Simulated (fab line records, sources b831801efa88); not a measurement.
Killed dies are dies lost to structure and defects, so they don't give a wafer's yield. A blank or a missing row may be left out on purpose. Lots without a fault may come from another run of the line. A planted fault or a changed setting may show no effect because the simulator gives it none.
Split-lot experiment | flow gf180mcu | 5 lots, 23 wafers read, on a route of 602 steps

THE SPLIT
At GF_VT_IMPLANT_IMPLANT_41, the setting energy_kev was moved away from the recipe's 70 on 9 of the 23 wafers read, by -5.9% to +4.2%. The other wafers ran this setting at the recipe's value.

FROM THE SPLIT TO THE READING: what the file shows between them, 1 step
- GF_VT_IMPLANT_STRIP_42: strips in O2/N2

THE READING
VT_IMPLANT_4_TW, at GF_VT_IMPLANT_TW_MEAS_43. Fault-free wafers of this fab line usually give 688, standard deviation 4.3.

wafer  | tool, chamber at the split | energy_kev as run | against the recipe | VT_IMPLANT_4_TW | against lot-mates on the recipe
L074.2 | implanter-02, 0            | 70                | recipe             | 684             | -
L074.4 | implanter-02, 0            | 70                | recipe             | 682             | -
L074.6 | implanter-02, 0            | 70                | recipe             | 686             | -
L076.1 | implanter-04, 0            | 70                | recipe             | 683             | -
L076.2 | implanter-04, 0            | 70                | recipe             | 685             | -
L076.3 | implanter-04, 0            | 70                | recipe             | 685             | -
L076.5 | implanter-04, 0            | 70                | recipe             | 682             | -
L076.6 | implanter-04, 0            | 70                | recipe             | 682             | -
L077.1 | implanter-02, 0            | 72.81             | +4.0%              | 694             | +8
L077.3 | implanter-02, 0            | 72.81             | +4.0%              | 693             | +8
L077.4 | implanter-02, 0            | 72.81             | +4.0%              | 698             | +12
L077.5 | implanter-02, 0            | 70                | recipe             | 686             | -
L077.6 | implanter-02, 0            | 70                | recipe             | 685             | -
L081.2 | implanter-04, 0            | 70                | recipe             | 685             | -
L081.3 | implanter-04, 0            | 72.92             | +4.2%              | 695             | +8
L081.4 | implanter-04, 0            | 70                | recipe             | 688             | -
L081.5 | implanter-04, 0            | 72.92             | +4.2%              | 696             | +10
L081.6 | implanter-04, 0            | 72.92             | +4.2%              | 693             | +6
L084.1 | implanter-04, 0            | 70                | recipe             | 688             | -
L084.2 | implanter-04, 0            | 70                | recipe             | 688             | -
L084.3 | implanter-04, 0            | 65.87             | -5.9%              | 683             | -5
L084.4 | implanter-04, 0            | 65.87             | -5.9%              | 674             | -14
L084.5 | implanter-04, 0            | 65.87             | -5.9%              | 678             | -10

THE FIT
A straight line over all 23 wafers: VT_IMPLANT_4_TW changes by +1.72 for each +1% of energy_kev; r = +0.88; the points scatter about the line by 2.9.
The same after taking each lot's own level away (the mean of its wafers on the recipe; 23 wafers): +1.88 for each +1%; r = +0.94; scatter 2.1.
On that fit, the largest move of energy_kev shifts the reading by 11.
The lots' own levels span 683.4 to 688.0, that is 1.1 times the standard deviation above.
So the lot-to-lot level changes the slope little: the two slopes agree.
Check: with one of the wafers moved furthest among these (-5.9%) left out of the fit, the line predicts -12.3 for it against its lot-mates. It came out at -5 against them.

OTHER SPLITS ON THESE WAFERS
These wafers also went through other splits before the reading. Each is held against what the fit with the lots' levels taken away leaves over:
other split on the same wafers      | wafers away from the commonest value | r with VT_IMPLANT_4_TW (lot level and that fit taken away)
GF_STI_OXIDATION_01 temp_c          | 18                                   | +0.04
GF_STI_WET_ETCH_27 time_s           | 15                                   | -0.16
GF_NWELL_SOFTBAKE_03 temp_c         | 9                                    | -0.12
GF_LVPWELL_COAT_02 resist_thk_nm    | 7                                    | +0.35
GF_LVPWELL_IMPLANT_09 dose_cm2      | 8                                    | -0.07
GF_MVSD_IMPLANT_08 dose_cm2         | 11                                   | +0.13
GF_MVPSD_IMPLANT_09 dose_cm2        | 8                                    | -0.03
GF_VT_IMPLANT_COAT_13 resist_thk_nm | 8                                    | +0.23
GF_VT_IMPLANT_STRIP_20 power_w      | 8                                    | +0.22

THE WHOLE CHAIN: every reading that the file lists as answering this split, in the file's order
step                     | what it does | reading                                                         | change (the file's fit)               | r (the file's)
GF_VT_IMPLANT_IMPLANT_41 |              | implant.rp_nm (the simulator's own value, which no gauge read)  | +0.355 nm for each +1% of the setting | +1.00
GF_VT_IMPLANT_IMPLANT_41 |              | implant.drp_nm (the simulator's own value, which no gauge read) | +0.14 nm for each +1% of the setting  | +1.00
GF_VT_IMPLANT_TW_MEAS_43 |              | VT_IMPLANT_4_TW                                                 | +1.85 for each +1% of the setting     | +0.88

THE FILE'S OWN FIT
VT_IMPLANT_4_TW changes by +1.85 for each +1% of energy_kev, r = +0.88.
